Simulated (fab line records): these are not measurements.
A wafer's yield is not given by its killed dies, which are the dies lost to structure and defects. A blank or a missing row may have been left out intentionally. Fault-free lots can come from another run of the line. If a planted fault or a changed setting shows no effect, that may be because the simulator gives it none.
fab line records	flow sky130
record lots=6	wafers=18	lastDay=49
route steps=708 shown LOCAL_INTERCONNECT@389
lots that met no fault: taken from a fault-free run of the same line
startH: hours from the record's first day to the start of the lot's first wafer shown	waitH: hours since the lot's step before	" same as the row above	L1.1+2: a single row standing in for several wafers	- value missing, or start not given	* or withheld: withheld	< > ~ a bound
route shown NAME@n: NAME is a module with steps in the file, n the number in the route of the first one	usual: average and standard deviation across the fault-free wafers	same: alike in all rows	chamber/n: place in a boat	sites: each site's reading	_std_site: standard deviation across them	_edge_site: mean of outer sites minus mean of inner sites	radiusMm: for every site, how far away it sits from the centre of the wafer	mask NAME#n: copy n	behind: the last tool/chamber to shape the wafer	hold: why the lot was held/for how many hours/how that ended	device: which transistor (n, p or np) failed to switch	end of line: the route-end tests of the same wafers	a step given without rows: its recipe and nothing more	killed: not the wafer's yield, but the dies lost to structure and defects at the first sort	map: per-die view of a wafer (x killed, . not killed, _ where there is no die)
set.NAME: the setting that was run; set.NAME@STEP: the one run at that earlier step	model.NAME: the simulator's own value behind a step, which no gauge read
lots at selected steps of the route; one table per step, one row per wafer
services: a tool's chamber out of use, with start hour (startH, from the record's first day; less than 0 if before it), hours out, and reason
## steps
# step SKY_LOCAL_INTERCONNECT_THK_MEAS_02
# recipe thkMeasGauge=xrf	reads=TiN_of_LOCAL_INTERCONNECT_SPUTTER_00
# usual LOCAL_INTERCONNECT_TIN_THK=98.9/1.1
lot.wafer	tool	chamber	startH	waitH	LOCAL_INTERCONNECT_TIN_THK[nm]
L645.2	filmMetro-01	-	706.31	0.1	98.8
L645.5	"	-	"	"	99.2
L645.6	"	-	"	"	97.6
L646.1	filmMetro-01	-	707.33	0.1	95.7
L646.5	"	-	"	"	96.7
L646.6	"	-	"	"	96.1
L651.3	filmMetro-04	-	756.24	0.1	100.7
L651.5	"	-	"	"	100.8
L651.6	"	-	"	"	100.0
L652.1	filmMetro-01	-	766.41	0.1	101.0
L652.3	"	-	"	"	100.4
L652.4	"	-	"	"	99.5
L660.2	filmMetro-04	-	821.03	0.1	99.6
L660.4	"	-	"	"	99.5
L660.6	"	-	"	"	99.6
L661.1	filmMetro-03	-	825.67	0.1	98.4
L661.3	"	-	"	"	98.2
L661.5	"	-	"	"	98.0
# step SKY_LOCAL_INTERCONNECT_DEHYDRATE_03
# recipe tempC=200	timeS=60
# step SKY_LOCAL_INTERCONNECT_HMDS_04
# recipe primeTimeS=60	primeTempC=120
# step SKY_LOCAL_INTERCONNECT_COAT_05
# recipe resist=BARC	tempC=withheld	timeS=withheld	spinRpm=3000	resistThkNm=60
# step SKY_LOCAL_INTERCONNECT_COAT_06
# recipe resist=KrF-thick	spinRpm=3034	resistThkNm=450
# step SKY_LOCAL_INTERCONNECT_SOFTBAKE_07
# recipe tempC=100	timeS=90	resist=KrF-thick
# step SKY_LOCAL_INTERCONNECT_EXPOSE_08
# recipe maskId=LI1M	na=0.8	sourceShape=annular	sigmaInner=0.55	sigmaOuter=0.85	targetCdNm=170	doseMj=28
# step SKY_LOCAL_INTERCONNECT_PEB_09
# recipe pebTempC=withheld	pebTimeS=withheld	resist=KrF-thick
# step SKY_LOCAL_INTERCONNECT_DEVELOP_10
# recipe developTimeS=60	resist=KrF-thick	devTempC=21
# step SKY_LOCAL_INTERCONNECT_CD_MEAS_11
# recipe targetCdNm=170
# usual cdNm=169.7/1.7
lot.wafer	tool	chamber	startH	waitH	cdNm
L645.2	cdSem-02	-	734.91	-	168.3
L645.5	"	-	"	"	170.0
L645.6	"	-	"	"	168.4
L646.1	cdSem-01	-	735.39	-	168.9
L646.5	"	-	"	"	168.0
L646.6	"	-	"	"	168.7
L651.3	cdSem-01	-	782.65	-	170.1
L651.5	"	-	"	"	169.4
L651.6	"	-	"	"	167.4
L652.1	cdSem-01	-	792.77	-	169.5
L652.3	"	-	"	"	168.8
L652.4	"	-	"	"	170.1
L660.2	cdSem-01	-	846.98	-	173.7
L660.4	"	-	"	"	173.4
L660.6	"	-	"	"	174.7
L661.1	cdSem-01	-	852.17	-	170.0
L661.3	"	-	"	"	171.7
L661.5	"	-	"	"	169.2
# step SKY_LOCAL_INTERCONNECT_OVL_MEAS_12
# usual LOCAL_INTERCONNECT_OVL=0/4.8
lot.wafer	tool	chamber	startH	waitH	LOCAL_INTERCONNECT_OVL[nm]
L645.2	overlay-01	-	735.01	0.1	-1
L645.5	"	-	"	"	3
L645.6	"	-	"	"	-2
L646.1	overlay-02	-	735.51	0.1	-3
L646.5	"	-	"	"	4
L646.6	"	-	"	"	4
L651.3	overlay-02	-	782.74	0.1	10
L651.5	"	-	"	"	3
L651.6	"	-	"	"	0
L652.1	overlay-02	-	792.89	0.1	6
L652.3	"	-	"	"	8
L652.4	"	-	"	"	1
L660.2	overlay-01	-	847.09	0.1	1
L660.4	"	-	"	"	-2
L660.6	"	-	"	"	8
L661.1	overlay-02	-	852.29	0.1	3
L661.3	"	-	"	"	7
L661.5	"	-	"	"	2
# step SKY_LOCAL_INTERCONNECT_ETCH_13
# recipe chemistry=N2/H2	target=BARC	ionEnergyEv=200	biasW=100	pressureMtorr=30	n2FlowSccm=100	h2FlowSccm=200	icpW=517.8	stopOn=SiO2	timeS=45.9	targetDepthA=600
# usual drypumpMotorCurrentA=6.0/0.35	oesProductAu=0.855/0.0047	runLengthS=74.2/0.34	throttleValvePct=13.225/0.0084
lot.wafer	tool	chamber	startH	waitH	drypumpMotorCurrentA	oesProductAu	rfHoursCounterH	runLengthS	throttleValvePct
L645.2	rieMetal-01	0	735.04	0.0	6.4	0.848	9	74.3	13.234
L645.5	"	0	"	"	6.4	0.857	-	74.0	13.209
L645.6	"	1	"	"	6.4	0.858	-	74.5	13.220
L646.1	rieMetal-04	0	735.55	0.0	5.9	0.858	5	74.0	13.223
L646.5	"	1	"	"	5.5	0.862	-	74.1	13.210
L646.6	"	0	"	"	5.9	0.852	-	73.7	13.237
L651.3	rieMetal-03	1	782.79	0.0	5.9	0.847	-	74.4	13.233
L651.5	"	0	"	"	6.2	0.856	-	73.9	13.207
L651.6	"	1	"	"	5.9	0.861	-	74.7	13.220
L652.1	rieMetal-03	1	792.93	0.0	5.9	0.851	2	74.4	13.236
L652.3	"	0	"	"	6.2	0.863	-	74.6	13.225
L652.4	"	1	"	"	5.9	0.851	-	74.5	13.239
L660.2	rieMetal-04	0	847.12	0.0	5.9	0.855	8	73.9	13.219
L660.4	"	1	"	"	5.5	0.852	-	74.5	13.220
L660.6	"	1	"	"	5.5	0.855	-	73.9	13.235
L661.1	rieMetal-04	0	852.33	0.0	6.0	0.855	9	73.7	13.218
L661.3	"	1	"	"	5.5	0.858	-	73.9	13.212
L661.5	"	0	"	"	5.9	0.856	-	73.9	13.232
# step SKY_LOCAL_INTERCONNECT_METAL_ETCH_14
# recipe targetDepthNm=110	stopOn=PSG	chemistry=Cl2/BCl3	target=TiN	resistSidewallDeg=88	pressureMtorr=10	icpW=900	biasW=48.5	Cl2_flow_sccm=60	bcl3FlowSccm=30	timeS=31.4
# usual drypumpMotorCurrentA=6.0/0.34	oesProductAu=0.939/0.0068	runLengthS=59.7/0.33	throttleValvePct=21.902/0.01
lot.wafer	tool	chamber	startH	waitH	drypumpMotorCurrentA	oesProductAu	rfHoursCounterH	runLengthS	throttleValvePct	model.KrF-thick_of_LOCAL_INTERCONNECT_COAT_06.thkNm	model.PSG_of_LI_CONTACT_HDPCVD_00.thkNm	model.LOCAL_INTERCONNECT.featureDepthNm
L645.2	rieMetal-01	0	735.11	0.0	6.4	0.948	9	59.3	21.901	344.3	586.4	100.4
L645.5	"	0	"	"	6.4	0.944	-	59.5	21.890	343.8	586.6	100.4
L645.6	"	1	"	"	6.4	0.946	-	60.0	21.910	342.7	586.9	99.36
L646.1	rieMetal-04	0	735.61	0.0	5.9	0.917	5	59.3	21.923	346	586.4	96.82
L646.5	"	1	"	"	5.5	0.927	-	59.8	21.917	343.3	587.4	97.56
L646.6	"	0	"	"	5.9	0.921	-	59.6	21.908	344.3	587.6	96.72
L651.3	rieMetal-03	1	782.85	0.0	5.9	0.939	-	60.0	21.881	344.9	586.2	100
L651.5	"	0	"	"	6.2	0.944	-	59.5	21.906	345.3	587.4	99.72
L651.6	"	1	"	"	5.9	0.946	-	59.9	21.896	343.1	587.9	99.97
L652.1	rieMetal-03	1	792.99	0.0	5.9	0.948	3	60.0	21.895	345.3	587.3	101.7
L652.3	"	0	"	"	6.2	0.949	-	59.6	21.888	347.5	589.3	101.1
L652.4	"	1	"	"	5.9	0.947	-	59.9	21.894	346.3	588	100.3
L660.2	rieMetal-04	0	847.18	0.0	6.0	0.933	8	59.3	21.890	347.8	589.1	99.43
L660.4	"	1	"	"	5.5	0.842	-	66.1	21.969	336.4	585.4	103.6
L660.6	"	1	"	"	5.5	0.847	-	65.7	21.957	336.5	583.2	103.8
L661.1	rieMetal-04	0	852.39	0.0	5.9	0.940	9	59.2	21.909	345.2	586.8	99.49
L661.3	"	1	"	"	5.4	0.847	-	65.8	21.954	334.7	583.5	103.4
L661.5	"	0	"	"	5.9	0.935	-	59.4	21.902	344.9	586.9	99.12
# step SKY_LOCAL_INTERCONNECT_STRIP_15
# recipe chemistry=O2/N2	powerW=1400	pressureMtorr=1500	platenTempC=withheld	o2FlowSccm=3000	n2FlowSccm=300	overashFraction=0.5
# usual drypumpMotorCurrentA=5.68/0.2	o2FlowSccm=2999/9.3	oesProductAu=0.425/0.0047	stripTimeToEndpointS=4.683/0.019
lot.wafer	tool	chamber	startH	waitH	drypumpMotorCurrentA	o2FlowSccm	oesProductAu	rfHoursCounterH	stripTimeToEndpointS
L645.2	plasmaAsher-03	0	735.16	0.0	5.66	2988	0.423	86	4.678
L645.5	"	1	"	"	5.69	2999	0.414	-	4.681
L645.6	"	0	"	"	5.63	3004	0.416	-	4.655
L646.1	plasmaAsher-04	0	735.66	0.0	5.84	3002	0.422	62	4.694
L646.5	"	1	"	"	5.51	3008	0.427	-	4.676
L646.6	"	0	"	"	5.81	3006	0.425	-	4.677
L651.3	plasmaAsher-04	1	782.91	0.1	5.52	2990	0.425	-	4.679
L651.5	"	0	"	"	5.84	3001	0.420	-	4.676
L651.6	"	1	"	"	5.53	2993	0.417	-	4.649
L652.1	plasmaAsher-02	0	793.04	0.0	5.23	3002	0.425	5	4.714
L652.3	"	0	"	"	5.23	3009	0.421	-	4.719
L652.4	"	1	"	"	6.11	2997	0.423	-	4.697
L660.2	plasmaAsher-03	1	847.23	0.0	5.72	2991	0.423	95	4.721
L660.4	"	1	"	"	5.72	3004	0.421	-	4.609
L660.6	"	0	"	"	5.69	2977	0.420	-	4.596
L661.1	plasmaAsher-04	1	852.44	0.0	5.57	2977	0.422	76	4.687
L661.3	"	0	"	"	5.86	3000	0.413	-	4.586
L661.5	"	1	"	"	5.52	3007	0.424	-	4.690
# step SKY_LOCAL_INTERCONNECT_STRIP_16
# recipe chemistry=postEtchResidueRemover	timeS=1200	tempC=72.5
## services
tool	chamber	startH	hours	kind
rieMetal-03	1	721.76	-	clean
rieMetal-03	1	721.76	20.5	scheduledDown
rieMetal-03	1	721.76	20.5	ventCycle
plasmaAsher-02	-	733.75	9.0	pm
plasmaAsher-02	0	733.75	9.0	ventCycle
plasmaAsher-02	1	733.75	9.0	ventCycle
plasmaAsher-02	0	742.75	-	clean
plasmaAsher-02	1	742.75	-	clean
plasmaAsher-03	-	751.39	2.1	repair
rieMetal-03	0	754.35	-	clean
rieMetal-03	0	754.35	24.3	scheduledDown
rieMetal-03	0	754.35	24.3	ventCycle
rieMetal-01	0	776.16	2.3	repair
plasmaAsher-03	-	781.30	2.8	pm
rieMetal-01	0	789.25	6.7	repair
plasmaAsher-03	-	789.63	17.3	repair
plasmaAsher-03	-	817.75	1.3	repair
## key
firstSign step=SKY_LOCAL_INTERCONNECT_METAL_ETCH_14	reading=runLengthS	direction=up	sigmas=19	usual=*	struck=*
effect step=SKY_LOCAL_INTERCONNECT_METAL_ETCH_14	reading=oesProductAu	direction=down	sigmas=14	usual=0.939	struck=0.845
effect step=SKY_LOCAL_INTERCONNECT_STRIP_15	reading=stripTimeToEndpointS	direction=down	sigmas=4.6	usual=*	struck=*
modelEffect step=SKY_LOCAL_INTERCONNECT_METAL_ETCH_14	value=KrF-thick_of_LOCAL_INTERCONNECT_COAT_06.thkNm	without=344.5	struck=335.9
metAt SKY_LOCAL_INTERCONNECT_METAL_ETCH_14
struckWafers L660.4,L660.6,L661.3
testerLeftOut L660,L661
onsetBetween 735.61 847.18
fault kind=processParameterDrift	tool=rieMetal-04	chamber=1	onsetH=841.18	steps=SKY_LOCAL_INTERCONNECT_METAL_ETCH_14	channel=timeS	offset=*	shape=step	endH=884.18	actsIn=*	stated=*
# testerLeftOut: of these lots the tester's yield and bins aren't shown, on N5 and GAA mostly nor the transistor test; their killed dies are dies lost to structure and defects alone, not to doping, threshold or leakage, so they don't give the yield
